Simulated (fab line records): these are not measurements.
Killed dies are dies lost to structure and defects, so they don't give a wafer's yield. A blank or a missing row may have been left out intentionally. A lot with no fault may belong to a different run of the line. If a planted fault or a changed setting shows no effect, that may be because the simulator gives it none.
Matching of chambers    flow sky130    rieDiel-02 running SKY_PAD_OPEN_ETCH_07: 4 sister chambers
The step etches the open film in CF4/O2, stops on AlCu, target depth 725 nm, time 161.1 s. 8 wafers are shown with their chamber, then 9 later ones without.

WAFERS WITH THEIR CHAMBER
wafer   chamber  throttleValvePct (%)  oesProductAu (a.u.)
L076.1  2        5.962                 0.974
L078.6  2        5.961                 0.974
L080.2  1        5.961                 0.978
L086.1  0        5.972                 0.982
L086.5  3        5.973                 0.987
L087.1  1        5.953                 0.975
L087.3  0        5.967                 0.980
L087.5  3        5.967                 0.975

WAFERS MISSING THEIR CHAMBER
wafer   throttleValvePct (%)  oesProductAu (a.u.)
L088.2  5.953                 0.979
L088.4  5.966                 0.982
L088.5  5.969                 0.982
L090.1  5.972                 0.972
L090.3  5.969                 0.970
L090.6  5.943                 0.973
L096.2  5.961                 0.977
L096.3  5.954                 0.972
L096.5  5.962                 0.988

WHICH CHAMBER EACH WENT THROUGH
wafer   from the rows above                in truth
L088.2  can't be placed: 1 or 2            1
L088.4  can't be placed: 0 or 3 or 2 or 1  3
L088.5  can't be placed: 0 or 3            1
L090.1  can't be placed: 3 or 0 or 2 or 1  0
L090.3  can't be placed: 2 or 0 or 3 or 1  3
L090.6  can't be placed: 1 or 2            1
L096.2  can't be placed: 2 or 1 or 0 or 3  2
L096.3  can't be placed: 1 or 2            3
L096.5  can't be placed: 0 or 3 or 1 or 2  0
Correctly placed: 0 of 9. From these rows, 9 cannot be placed; in 7 the true chamber is one of the candidates. Number placed wrongly: 0.
How it was worked out, from the rows above alone: a wafer's distance from a chamber is the root of the sum, over the readings, of the square of ((its reading less the chamber's mean) divided by the reading's scatter). If the next closest chamber is less than 2 further off than the closest, the wafer can't be placed; otherwise it belongs to the closest. Each chamber's mean is taken over the wafers shown for it. How the scatter is found: for the shown wafers, subtract from each reading the mean of its chamber, square and add these, divide the total by (wafers less chambers), then take the root.
